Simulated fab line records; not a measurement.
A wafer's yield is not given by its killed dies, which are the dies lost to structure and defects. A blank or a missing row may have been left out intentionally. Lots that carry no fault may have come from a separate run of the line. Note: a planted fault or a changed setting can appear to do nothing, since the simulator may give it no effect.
fab line records	flow gf180mcu	part 1 of 2: steps 1 to 22 of 32
record: lots: 5	wafers: 15	lastDay: 33
route steps=602 shown STI@12 DNWELL@32 NWELL@42
lots that met no fault: taken from a fault-free run of the same line
startH: the number of hours between the record's first day and the start of the first shown wafer of the lot	waitH: time in hours since the lot's previous step	" repeats the value in the row above	L1.1+2: several wafers, shown together as one row	- no value, or no start given	* or withheld: withheld	< > ~ a bound
route shown NAME@n: NAME is a module with steps in the file, n the number in the route of the first one	usual: mean and standard deviation over wafers with no fault	same: alike in all rows	chamber/n: place in a boat	sites: per-site readings	_std_site: their standard deviation	_edge_site: outer sites' mean less inner sites'	radiusMm: how far each site lies from the wafer's centre	mask NAME#n: copy n	behind: the most recent tool/chamber to have shaped the wafer	hold: why the lot went on hold/how many hours it stayed there/how the hold came to an end	device: names the non-switching transistor (n, p or np)	end of line: tests of these same wafers at the route's end	where a step has no rows: the recipe by itself	killed: not the wafer's yield, but the dies lost to structure and defects at the first sort	map: per-die view of a wafer (x killed, . not killed, _ where there is no die)
set.NAME: the setting that was run; set.NAME@STEP: the one run at that earlier step	model.NAME: the simulator's own value behind a step, which no gauge read
certain route steps with their lots: each step a table, each wafer a row
services: from which hour (startH, from the record's first day; less than 0 if before it) a tool's chamber was out of use, for how many hours, and why
== steps ==
step: GF_STI_DEVELOP_11
recipe: developTimeS: 60	devTempC: 21
usual: chillPlateTempC: 23.02/0.095
lot.wafer	tool	chamber	startH	waitH	chillPlateTempC
L074.1	lithoTrack-03	0	25.17	0.2	23.16
L074.3	"	0	"	"	23.09
L074.6	"	0	"	"	23.00
L081.1	lithoTrack-03	0	60.96	0.2	22.94
L081.2	"	0	"	"	22.95
L081.3	"	0	"	"	22.86
L085.4	lithoTrack-02	0	82.25	0.1	23.07
L085.5	"	0	"	"	23.02
L085.6	"	0	"	"	23.08
L090.3	lithoTrack-02	0	108.98	0.1	22.94
L090.5	"	0	"	"	22.98
L090.6	"	0	"	"	23.07
L094.1	lithoTrack-03	0	129.21	0.2	22.96
L094.2	"	0	"	"	23.14
L094.4	"	0	"	"	22.95
step: GF_STI_CD_MEAS_12
recipe: targetCdNm: 220
usual: cdNm: 219.9/1.2
lot.wafer	tool	chamber	startH	waitH	cdNm
L074.1	cdSem-02	-	25.32	0.1	219.1
L074.3	"	-	"	"	218.7
L074.6	"	-	"	"	219.5
L081.1	cdSem-02	-	61.11	0.1	220.1
L081.2	"	-	"	"	218.9
L081.3	"	-	"	"	219.0
L085.4	cdSem-01	-	82.39	0.1	218.5
L085.5	"	-	"	"	218.6
L085.6	"	-	"	"	218.9
L090.3	cdSem-02	-	109.12	0.1	220.7
L090.5	"	-	"	"	220.0
L090.6	"	-	"	"	220.5
L094.1	cdSem-01	-	129.36	0.1	221.3
L094.2	"	-	"	"	219.0
L094.4	"	-	"	"	218.6
step: GF_STI_ETCH_13
recipe: chemistry: CHF3/O2	stopOn: Si	overEtchFrac: 0.3	targetDepthA: 2823.1	sourceW: 600	biasW: 200	pressureMtorr: 40	chf3FlowSccm: 50	O2_flow_sccm: 5	timeS: 112.9
usual: chamberPressureMTorr: 40.00/0.033	drypumpMotorCurrentA: 6.0/0.54	oesProductAu: 0.837/0.0064	throttleValvePct: 8.812/0.01
lot.wafer	tool	chamber	startH	waitH	chamberPressureMTorr	drypumpMotorCurrentA	oesProductAu	rfHoursCounterH	throttleValvePct
L074.1	rieDiel-03	1	25.44	0.1	39.98	6.1	0.840	112	8.830
L074.3	"	3	"	"	40.01	4.9	0.831	33	8.803
L074.6	"	1	"	"	39.96	6.1	0.843	-	8.815
L081.1	rieDiel-02	2	61.23	0.1	40.07	6.3	0.838	11	8.798
L081.2	"	0	"	"	40.01	6.3	0.838	34	8.817
L081.3	"	3	"	"	40.01	6.6	0.833	50	8.793
L085.4	rieDiel-02	1	82.45	0.0	39.94	6.0	0.838	104	8.815
L085.5	"	1	"	"	40.04	6.0	0.832	-	8.803
L085.6	"	0	"	"	40.04	6.2	0.834	-	8.795
L090.3	rieDiel-03	2	109.20	0.1	40.02	5.3	0.847	59	8.804
L090.5	"	2	"	"	40.00	5.3	0.843	-	8.823
L090.6	"	3	"	"	39.99	4.9	0.847	-	8.809
L094.1	rieDiel-01	1	129.48	0.1	39.97	6.4	0.839	118	8.811
L094.2	"	0	"	"	40.00	6.2	0.836	32	8.809
L094.4	"	3	"	"	39.96	6.1	0.835	148	8.816
step: GF_STI_ETCH_14
recipe: target: Si	chemistry: HBr/Cl2/O2	targetDepthNm: 360	icpW: 600	biasW: 150	pressureMtorr: 15	HBr_flow_sccm: 150	Cl2_flow_sccm: 40	O2_flow_sccm: 6	timeS: 102.9
usual: chamberPressureMTorr: 14.998/0.014	drypumpMotorCurrentA: 5.8/0.4	oesProductAu: 0.996/0.011	throttleValvePct: 25.660/0.013
lot.wafer	tool	chamber	startH	waitH	chamberPressureMTorr	drypumpMotorCurrentA	oesProductAu	rfHoursCounterH	throttleValvePct
L074.1	rieSi-02	3	25.51	0.0	14.994	5.9	1.010	92	25.637
L074.3	"	2	"	"	14.985	6.0	1.002	96	25.655
L074.6	"	3	"	"	14.989	5.8	1.011	-	25.673
L081.1	rieSi-01	1	61.31	0.0	15.004	5.2	0.993	19	25.666
L081.2	"	2	"	"	15.023	5.8	1.001	76	25.676
L081.3	"	3	"	"	14.990	5.4	0.980	40	25.651
L085.4	rieSi-01	1	82.53	0.0	15.018	5.2	0.990	19	25.668
L085.5	"	2	"	"	15.011	5.9	0.993	-	25.669
L085.6	"	1	"	"	14.994	5.2	0.998	-	25.649
L090.3	rieSi-02	0	109.28	0.0	14.979	6.2	1.009	0	25.642
L090.5	"	3	"	"	14.984	5.8	1.007	-	25.643
L090.6	"	0	"	"	14.994	6.2	1.006	-	25.657
L094.1	rieSi-02	2	129.56	0.0	15.002	6.0	0.995	97	25.675
L094.2	"	3	"	"	15.019	5.8	1.008	93	25.653
L094.4	"	1	"	"	14.995	5.3	0.991	3	25.654
step: GF_STI_STRIP_15
recipe: chemistry: O2/N2	powerW: 1400	pressureMtorr: 1500	platenTempC: 250	o2FlowSccm: 3000	n2FlowSccm: 300	overashFraction: 0.5
usual: chamberPressureMTorr: 1500.2/1.4	drypumpMotorCurrentA: 5.7/0.49	heaterPowerW: 347/59	n2FlowSccm: 299.9/0.86	oesProductAu: 0.384/0.0047	stripTimeToEndpointS: 3.74/0.046
lot.wafer	tool	chamber	startH	waitH	chamberPressureMTorr	drypumpMotorCurrentA	heaterPowerW	n2FlowSccm	oesProductAu	rfHoursCounterH	stripTimeToEndpointS
L074.1	plasmaAsher-04	1	25.59	0.0	1498.8	5.4	338	299.7	0.382	22	3.60
L074.3	"	0	"	"	1500.4	5.8	284	300.1	0.376	-	3.76
L074.6	"	1	"	"	1501.1	5.4	345	302.4	0.385	-	3.61
L081.1	plasmaAsher-03	1	61.39	0.0	1498.5	6.0	279	299.9	0.381	38	3.81
L081.2	"	0	"	"	1500.8	6.1	333	299.5	0.389	38	3.82
L081.3	"	0	"	"	1501.8	6.1	336	300.3	0.382	-	3.69
L085.4	plasmaAsher-04	0	82.63	0.1	1499.2	5.9	281	300.6	0.382	-	3.76
L085.5	"	0	"	"	1502.4	5.8	284	299.9	0.383	-	3.78
L085.6	"	1	"	"	1499.1	5.4	340	300.7	0.383	-	3.76
L090.3	plasmaAsher-02	0	109.38	0.1	1499.8	4.8	449	299.3	0.387	-	3.71
L090.5	"	0	"	"	1500.2	4.8	459	298.5	0.383	-	3.71
L090.6	"	1	"	"	1497.5	6.1	341	300.3	0.381	-	3.71
L094.1	plasmaAsher-02	1	129.64	0.0	1498.8	6.1	356	299.4	0.388	47	3.82
L094.2	"	0	"	"	1501.0	4.8	453	299.6	0.397	47	3.83
L094.4	"	1	"	"	1501.0	6.1	351	300.5	0.384	-	3.79
step: GF_STI_CLEAN_16
recipe: chemistry: dHF	timeS: 25	dilution: 100:1
lot.wafer	tool	chamber	startH	waitH
L074.1+3+6	wetBench-01	3	25.69	0.1
L081.1+2+3	wetBench-03	2	61.49	0.1
L085.4+5+6	wetBench-01	3	82.70	0.0
L090.3+5+6	wetBench-03	0	109.45	0.0
L094.1+2+4	wetBench-01	3	129.74	0.1
step: GF_STI_WET_ETCH_17
recipe: chemistry: H3PO4	targetDepthNm: 45	tempC: 160	target: Si3N4	timeS: 514
usual: bathHeatDutyPct: 26.2/2.5
lot.wafer	tool	chamber	startH	waitH	bathHeatDutyPct
L074.1	wetBench-03	1	25.70	0.0	28.0
L074.3	"	1	"	"	29.2
L074.6	"	1	"	"	27.9
L081.1	wetBench-02	3	61.52	0.0	32.1
L081.2	"	3	"	"	30.5
L081.3	"	3	"	"	30.8
L085.4	wetBench-01	2	82.72	0.0	28.4
L085.5	"	2	"	"	27.9
L085.6	"	2	"	"	27.4
L090.3	wetBench-02	2	109.46	0.0	24.9
L090.5	"	2	"	"	25.7
L090.6	"	2	"	"	24.8
L094.1	wetBench-03	1	129.75	0.0	28.7
L094.2	"	1	"	"	27.5
L094.4	"	1	"	"	29.3
step: GF_STI_CLEAN_18
recipe: chemistry: SC1/SC2	mix: 1:4:20	tempC: 70	timeS: 150
usual: bathHeatDutyPct: 12.9/1.5
lot.wafer	tool	chamber	startH	waitH	bathHeatDutyPct
L074.1	wetBench-01	1	25.85	0.0	11.5
L074.3	"	1	"	"	10.6
L074.6	"	1	"	"	11.1
L081.1	wetBench-01	3	61.69	0.0	13.7
L081.2	"	3	"	"	15.7
L081.3	"	3	"	"	14.3
L085.4	wetBench-01	1	82.87	0.0	10.4
L085.5	"	1	"	"	11.5
L085.6	"	1	"	"	10.0
L090.3	wetBench-03	3	109.63	0.0	10.7
L090.5	"	3	"	"	10.9
L090.6	"	3	"	"	12.0
L094.1	wetBench-01	3	129.92	0.0	14.7
L094.2	"	3	"	"	15.0
L094.4	"	3	"	"	14.4
step: GF_STI_CLEAN_19
recipe: chemistry: dHF	timeS: 20	dilution: 100:1
lot.wafer	tool	chamber	startH	waitH
L074.1+3+6	wetBench-03	1	25.90	0.0
L081.1+2+3	wetBench-03	0	61.74	0.0
L085.4+5+6	wetBench-02	0	82.92	0.0
L090.3+5+6	wetBench-01	0	109.68	0.0
L094.1+2+4	wetBench-02	3	129.97	0.0
step: GF_STI_WET_ETCH_20
recipe: chemistry: dHF	dilution: 100:1	targetDepthNm: 20	tempC: 25	dry: ipaMarangoni	target: SiO2	timeS: 400
usual: bathHeatDutyPct: 6.1/0.8
lot.wafer	tool	chamber	startH	waitH	bathHeatDutyPct
L074.1	wetBench-01	3	25.92	0.0	6.6
L074.3	"	3	"	"	6.1
L074.6	"	3	"	"	5.5
L081.1	wetBench-02	2	61.77	0.0	5.0
L081.2	"	2	"	"	5.7
L081.3	"	2	"	"	5.1
L085.4	wetBench-01	3	82.93	0.0	5.5
L085.5	"	3	"	"	7.2
L085.6	"	3	"	"	6.9
L090.3	wetBench-02	2	109.69	0.0	6.0
L090.5	"	2	"	"	5.8
L090.6	"	2	"	"	5.5
L094.1	wetBench-03	3	129.98	0.0	4.3
L094.2	"	3	"	"	5.2
L094.4	"	3	"	"	5.1
step: GF_STI_OXIDATION_21
recipe: tempC: 1000	ambient: O2	stabiliseS: 600	purgeS: 300	targetThkA: 150	oxTimeS: 458
usual: oxTempCMax: 1004.9/2.4	zonePowerLowerPct: 21.4/0.96	zonePowerTopPct: 36.4/0.46	zonePowerUpperPct: 21.4/1.4
lot.wafer	tool	chamber	startH	waitH	oxTempCMax	zonePowerLowerPct	zonePowerTopPct	zonePowerUpperPct
L074.1	furnace-01	0	27.10	1.1	1004.1	20.9	36.5	22.2
L074.3	"	0	"	"	1002.4	20.7	36.1	22.0
L074.6	"	0	"	"	1002.9	21.0	36.7	22.5
L081.1	furnace-01	0	61.97	0.1	1002.7	21.2	36.5	22.5
L081.2	"	0	"	"	1003.6	20.6	35.8	22.5
L081.3	"	0	"	"	1003.4	20.8	36.4	22.5
L085.4	furnace-01	0	86.15	3.1	1004.7	20.9	36.2	22.5
L085.5	"	0	"	"	1003.2	20.9	36.4	22.4
L085.6	"	0	"	"	1003.2	21.0	35.9	22.4
L090.3	furnace-01	0	110.15	0.3	1003.1	21.1	35.7	22.3
L090.5	"	0	"	"	1003.5	20.8	36.2	22.3
L090.6	"	0	"	"	1003.8	21.4	36.3	22.3
L094.1	furnace-02	0	130.11	0.0	1008.5	22.8	36.1	19.2
L094.2	"	0	"	"	1008.5	22.1	36.5	19.3
L094.4	"	0	"	"	1006.4	22.7	37.1	19.7
step: GF_STI_THK_MEAS_22
recipe: reads: SiO2_of_STI_OXIDATION_21
usual: STI_OXIDATION_01_THK: 15.0/0.31
lot.wafer	tool	chamber	startH	waitH	STI_OXIDATION_01_THK[nm]
L074.1	filmMetro-03	-	28.22	0.0	15.0
L074.3	"	-	"	"	15.1
L074.6	"	-	"	"	15.0
L081.1	filmMetro-04	-	63.10	0.0	15.3
L081.2	"	-	"	"	15.3
L081.3	"	-	"	"	15.5
L085.4	filmMetro-04	-	87.30	0.0	15.1
L085.5	"	-	"	"	15.1
L085.6	"	-	"	"	15.4
L090.3	filmMetro-04	-	111.29	0.0	14.2
L090.5	"	-	"	"	14.3
L090.6	"	-	"	"	14.4
L094.1	filmMetro-02	-	131.24	0.0	15.2
L094.2	"	-	"	"	14.7
L094.4	"	-	"	"	15.1
step: GF_STI_CVD_23
recipe: material: SiO2	targetThkNm: 650	sigmaOpenFrac: 0.3	timeS: 108.3	tempC: 600	sih4FlowSccm: 60	pressureMtorr: 6
lot.wafer	tool	chamber	startH	waitH
L074.1+3+6	hdpcvd-02	2,1,2	28.28	0.1
L081.1+2+3	hdpcvd-01	1,0,2	63.16	0.1
L085.4+5+6	hdpcvd-01	2,1,0	87.37	0.1
L090.3+5+6	hdpcvd-01	2,2,0	111.33	0.0
L094.1+2+4	hdpcvd-02	2,0,1	131.30	0.1
step: GF_STI_THK_MEAS_24
recipe: reads: SiO2_of_STI_CVD_23
usual: STI_CVD_23_THK: 650/7.5
lot.wafer	tool	chamber	startH	waitH	STI_CVD_23_THK[nm]
L074.1	filmMetro-04	-	28.36	0.0	642
L074.3	"	-	"	"	639
L074.6	"	-	"	"	629
L081.1	filmMetro-03	-	63.23	0.0	656
L081.2	"	-	"	"	662
L081.3	"	-	"	"	659
L085.4	filmMetro-02	-	87.44	0.0	645
L085.5	"	-	"	"	653
L085.6	"	-	"	"	655
L090.3	filmMetro-03	-	111.43	0.1	660
L090.5	"	-	"	"	655
L090.6	"	-	"	"	657
L094.1	filmMetro-03	-	131.38	0.0	628
L094.2	"	-	"	"	633
L094.4	"	-	"	"	637
step: GF_STI_CMP_25
recipe: stopOn: Si3N4	tOverpolishS: 33	downForcePsi: 4	platenRpm: 60	targetThkNm: 524.6	padVelocityMS: 0.94248
usual: motorCurrentA: 11.8/1.3	overpolishRunS: 33.001/0.0093	timeToEndpointS: 125/4.1
lot.wafer	tool	chamber	startH	waitH	motorCurrentA	overpolishRunS	timeToEndpointS
L074.3	cmp-01	1	28.52	0.1	12.1	32.994	126
L074.1	"	2	"	"	11.8	32.998	127
L074.6	"	3	"	"	10.0	33.003	124
L081.3	cmp-01	2	63.34	0.1	11.4	33.004	125
L081.1	"	3	"	"	9.4	33.004	128
L081.2	"	0	"	"	14.1	32.996	126
L085.4	cmp-01	1	87.52	0.1	12.1	33.001	129
L085.6	"	0	"	"	14.2	33.003	125
L085.5	"	1	"	"	12.1	33.005	132
L090.3	cmp-02	2	111.47	0.0	12.7	33.014	123
L090.5	"	2	"	"	12.8	33.000	120
L090.6	"	3	"	"	10.4	33.026	120
L094.2	cmp-02	1	131.44	0.0	10.7	32.992	126
L094.1	"	3	"	"	10.9	33.006	120
L094.4	"	0	"	"	11.7	33.006	119
step: GF_STI_WET_ETCH_26
recipe: chemistry: dHF	targetDepthNm: 94	target: SiO2	tempC: 25	dilution: 10:1	timeS: 188
usual: bathHeatDutyPct: 6.0/0.77
lot.wafer	tool	chamber	startH	waitH	bathHeatDutyPct
L074.1	wetBench-03	2	28.72	0.1	5.9
L074.3	"	2	"	"	5.9
L074.6	"	2	"	"	5.5
L081.1	wetBench-01	2	63.59	0.1	6.8
L081.2	"	2	"	"	6.3
L081.3	"	2	"	"	8.0
L085.4	wetBench-01	0	87.77	0.2	5.4
L085.5	"	0	"	"	5.7
L085.6	"	0	"	"	5.8
L090.3	wetBench-02	3	111.77	0.2	7.5
L090.5	"	3	"	"	7.1
L090.6	"	3	"	"	7.5
L094.1	wetBench-01	1	131.74	0.1	4.9
L094.2	"	1	"	"	5.6
L094.4	"	1	"	"	5.6
step: GF_STI_WET_ETCH_27
recipe: chemistry: H3PO4	targetDepthNm: 160	target: Si3N4	tempC: 160	timeS: 1825
usual: bathHeatDutyPct: 26.7/2.9
lot.wafer	tool	chamber	startH	waitH	bathHeatDutyPct
L074.1	wetBench-01	1	28.78	0.0	24.3
L074.3	"	1	"	"	22.7
L074.6	"	1	"	"	22.8
L081.1	wetBench-01	3	63.65	0.0	30.2
L081.2	"	3	"	"	27.0
L081.3	"	3	"	"	27.1
L085.4	wetBench-02	3	87.83	0.0	27.7
L085.5	"	3	"	"	29.8
L085.6	"	3	"	"	31.8
L090.3	wetBench-01	2	111.84	0.0	30.0
L090.5	"	2	"	"	29.5
L090.6	"	2	"	"	26.9
L094.1	wetBench-02	2	131.80	0.0	26.4
L094.2	"	2	"	"	25.4
L094.4	"	2	"	"	24.1
step: GF_STI_WET_ETCH_28
recipe: chemistry: dHF	targetDepthNm: 20	dry: ipaMarangoni	target: SiO2	tempC: 25	dilution: 10:1	timeS: 40
usual: bathHeatDutyPct: 6.0/0.72
lot.wafer	tool	chamber	startH	waitH	bathHeatDutyPct
L074.1	wetBench-02	1	29.30	0.0	6.4
L074.3	"	1	"	"	5.9
L074.6	"	1	"	"	5.2
L081.1	wetBench-01	3	64.17	0.0	7.2
L081.2	"	3	"	"	6.6
L081.3	"	3	"	"	7.4
L085.4	wetBench-01	3	88.39	0.0	6.3
L085.5	"	3	"	"	6.4
L085.6	"	3	"	"	6.2
L090.3	wetBench-01	0	112.40	0.0	5.8
L090.5	"	0	"	"	5.7
L090.6	"	0	"	"	6.0
L094.1	wetBench-01	1	132.31	0.0	5.6
L094.2	"	1	"	"	5.3
L094.4	"	1	"	"	5.7
step: GF_STI_OXIDATION_29
recipe: tempC: 900	ambient: O2	stabiliseS: 600	purgeS: 300	targetThkA: 100	oxTimeS: 1418
usual: oxTempCMax: 904.7/2	zonePowerLowerPct: 17.0/0.8	zonePowerTopPct: 30.4/0.34	zonePowerUpperPct: 16.7/1.1
lot.wafer	tool	chamber	startH	waitH	oxTempCMax	zonePowerLowerPct	zonePowerTopPct	zonePowerUpperPct
L074.1	furnace-02	0	29.32	0.0	906.4	18.0	30.6	15.2
L074.3	"	0	"	"	908.3	18.1	30.5	15.4
L074.6	"	0	"	"	910.0	18.2	30.3	15.4
L081.1	furnace-01	0	64.19	0.0	902.2	16.3	30.5	17.5
L081.2	"	0	"	"	902.6	16.5	30.4	17.8
L081.3	"	0	"	"	902.8	16.2	29.6	17.6
L085.4	furnace-02	0	88.41	0.0	907.1	18.2	30.9	15.1
L085.5	"	0	"	"	905.6	18.2	31.2	15.3
L085.6	"	0	"	"	908.0	17.7	31.1	15.3
L090.3	furnace-01	0	112.67	0.2	903.5	16.2	30.2	17.4
L090.5	"	0	"	"	903.1	16.3	30.0	17.9
L090.6	"	0	"	"	904.5	16.3	30.3	17.8
L094.1	furnace-01	0	132.33	0.0	903.0	16.6	30.1	17.8
L094.2	"	0	"	"	902.8	16.1	30.1	17.8
L094.4	"	0	"	"	903.9	16.2	30.1	17.8
step: GF_STI_THK_MEAS_30
recipe: reads: SiO2_of_STI_OXIDATION_29
usual: STI_OXIDATION_02_THK: 9.94/0.21
lot.wafer	tool	chamber	startH	waitH	STI_OXIDATION_02_THK[nm]
L074.1	filmMetro-03	-	30.71	0.0	9.76
L074.3	"	-	"	"	9.94
L074.6	"	-	"	"	9.76
L081.1	filmMetro-02	-	65.58	0.0	9.86
L081.2	"	-	"	"	10.24
L081.3	"	-	"	"	10.14
L085.4	filmMetro-04	-	89.84	0.0	10.06
L085.5	"	-	"	"	10.22
L085.6	"	-	"	"	10.20
L090.3	filmMetro-03	-	114.08	0.0	9.97
L090.5	"	-	"	"	9.79
L090.6	"	-	"	"	10.11
L094.1	filmMetro-02	-	133.72	0.0	9.77
L094.2	"	-	"	"	9.83
L094.4	"	-	"	"	9.55
step: GF_DNWELL_DEHYDRATE_00
recipe: tempC: 200	timeS: 60
usual: chillPlateTempC: 23.01/0.098
lot.wafer	tool	chamber	startH	waitH	chillPlateTempC
L074.1	lithoTrack-03	0	36.42	5.7	22.92
L074.3	"	0	"	"	22.99
L074.6	"	0	"	"	22.98
L081.1	lithoTrack-03	0	71.26	5.7	22.98
L081.2	"	0	"	"	23.03
L081.3	"	0	"	"	22.96
L085.4	lithoTrack-02	0	96.50	6.7	23.02
L085.5	"	0	"	"	22.99
L085.6	"	0	"	"	23.07
L090.3	lithoTrack-02	0	120.63	6.5	22.89
L090.5	"	0	"	"	22.98
L090.6	"	0	"	"	22.95
L094.1	lithoTrack-01	0	140.83	7.1	23.06
L094.2	"	0	"	"	22.91
L094.4	"	0	"	"	23.05
step: GF_DNWELL_HMDS_01
recipe: primeTimeS: 60	primeTempC: 120
usual: chillPlateTempC: 23.01/0.13
lot.wafer	tool	chamber	startH	waitH	chillPlateTempC
L074.1	lithoTrack-03	0	36.57	0.1	22.97
L074.3	"	0	"	"	23.27
L074.6	"	0	"	"	23.09
L081.1	lithoTrack-03	0	71.41	0.1	23.13
L081.2	"	0	"	"	23.32
L081.3	"	0	"	"	22.90
L085.4	lithoTrack-02	0	96.65	0.1	23.02
L085.5	"	0	"	"	23.10
L085.6	"	0	"	"	23.05
L090.3	lithoTrack-02	0	120.78	0.1	23.25
L090.5	"	0	"	"	23.03
L090.6	"	0	"	"	22.82
L094.1	lithoTrack-01	0	140.98	0.1	22.84
L094.2	"	0	"	"	22.91
L094.4	"	0	"	"	22.85
